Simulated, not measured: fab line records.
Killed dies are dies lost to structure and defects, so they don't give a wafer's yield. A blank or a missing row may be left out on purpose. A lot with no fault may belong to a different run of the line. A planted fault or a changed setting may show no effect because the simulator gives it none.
Which tool is to blame? -- flow sky130 -- 11 lots, 33 wafers sampled, at 1 step of a route of 708

== WHAT THE GAUGES SHOWED, per wafer ==
SKY_VIA1_THK_MEAS_23: measures by xrf.
lot,measured,on,VIA1_W_THK (nm)
L302,day 33 17:41,film-metro-01,266 266 266
L306,day 35 09:55,film-metro-01,271 265 269
L308,day 36 05:20,film-metro-01,268 264 265
L307,day 36 07:30,film-metro-02,263 261 259
L309,day 36 13:49,film-metro-01,261 265 263
L310,day 36 15:37,film-metro-01,271 268 265
L317,day 38 18:37,film-metro-01,269 266 266
L318,day 39 04:16,film-metro-01,271 269 267
L319,day 39 06:44,film-metro-04,263 265 261
L322,day 40 04:30,film-metro-02,259 263 259
L324,day 40 10:09,film-metro-02,265 260 264

== WHICH TOOL RAN EACH LOT (tool, then ch and the chambers of the sampled wafers, then the start) ==
Before these readings, the record contains no process step.

== AS READ BY THE TOOLS THEMSELVES (means over the sampled wafers that have a number; for cases with no such wafer, the mark the record gives instead) ==
The record holds no such reading with a usual standard deviation.

== THE ANSWER, worked out from the rows above alone ==
Rule: the lots themselves supply what counts as usual. The widest of any qualifying gaps counts: lots, ordered by their means at a reading, are off when they make up no more than a third of the lots, leave a main group of 4 or more, and stand apart from it by 3 or more times the standard deviation of that group's means. A main group whose means are all the same, to the digits that the tables above print for the reading, isn't used. A lot without any number at a reading at which 4 lots or more have one is off too. Any other lot the step has rows for is counted as sound. Order of review: gauges by route order, followed by the tools' own readings, for which a lot's mean as printed above is used. The first step at which some lot is off is used, and at that step the reading that is off furthest; a lot without a number counts as furthest.
Across all readings shown, no lot is off: no conclusion can be drawn from this.

== WHAT THE SIMULATOR HAD PUT IN ==
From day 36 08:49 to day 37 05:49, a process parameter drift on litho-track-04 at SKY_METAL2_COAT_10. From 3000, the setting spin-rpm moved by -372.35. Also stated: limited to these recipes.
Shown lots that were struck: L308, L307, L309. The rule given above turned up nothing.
